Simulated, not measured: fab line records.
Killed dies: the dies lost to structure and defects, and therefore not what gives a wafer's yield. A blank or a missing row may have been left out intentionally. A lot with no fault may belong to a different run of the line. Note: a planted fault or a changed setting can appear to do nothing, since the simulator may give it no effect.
Which tool did it? | flow gf180mcu | route of 602 steps, sampled at 1 step: 14 lots, 42 wafers

## WHAT EACH GAUGE READ, for each wafer
GF_M4_THK_MEAS_06: measures by xrf. Usual: M4_ALCU_THK gives 448 nm (standard deviation 4.5).
lot  | measured     | on            | M4_ALCU_THK (nm) | flag
L578 | day 22 23:10 | film_metro-02 | 449 450 452      |
L579 | day 23 11:25 | film_metro-03 | 453 451 453      |
L580 | day 23 17:37 | film_metro-03 | 453 452 455      |
L581 | day 24 04:23 | film_metro-03 | 450 451 447      |
L582 | day 24 12:54 | film_metro-02 | 445 448 452      |
L584 | day 25 10:14 | film_metro-02 | 445 444 447      |
L586 | day 26 03:08 | film_metro-03 | 453 453 450      |
L587 | day 26 06:27 | film_metro-01 | 450 452 459      |
L588 | day 26 16:46 | film_metro-02 | 446 445 450      |
L589 | day 26 20:23 | film_metro-02 | 446 441 446      |
L597 | day 29 04:44 | film_metro-01 | 444 445 446      |
L598 | day 29 13:47 | film_metro-01 | 436 440 438      |
L599 | day 29 18:31 | film_metro-01 | 453 452 447      |
L600 | day 30 01:29 | film_metro-03 | 451 446 449      |

## WHAT TOOL EACH LOT RAN ON (gives the tool, then ch and the chambers of the sampled wafers, and finally the start)
The record shows no process step preceding these readings.

## WHAT THE TOOLS THEMSELVES READ (means of the sampled wafers that have a number; where no wafer has one, the mark that the record gives instead)
The record holds no such reading with a usual standard deviation.

## THE ANSWER, worked out from the rows above alone
Rule: take the mean of a lot's wafers that have a number; if it is more than 3 standard deviations from the usual mean, the lot is off. Also off: a lot with no number at a reading for which 4 or more lots have one. Where the step has rows for the other lots, those lots are counted as sound. First the gauges in route order, then the tools' own readings, where a lot's mean is used as printed above. The first step at which some lot is off is used, and at that step the reading that is off furthest; a lot without a number counts as furthest.
Across all readings shown, no lot is off: no conclusion can be drawn from this.

## WHAT THE SIMULATOR PUT IN
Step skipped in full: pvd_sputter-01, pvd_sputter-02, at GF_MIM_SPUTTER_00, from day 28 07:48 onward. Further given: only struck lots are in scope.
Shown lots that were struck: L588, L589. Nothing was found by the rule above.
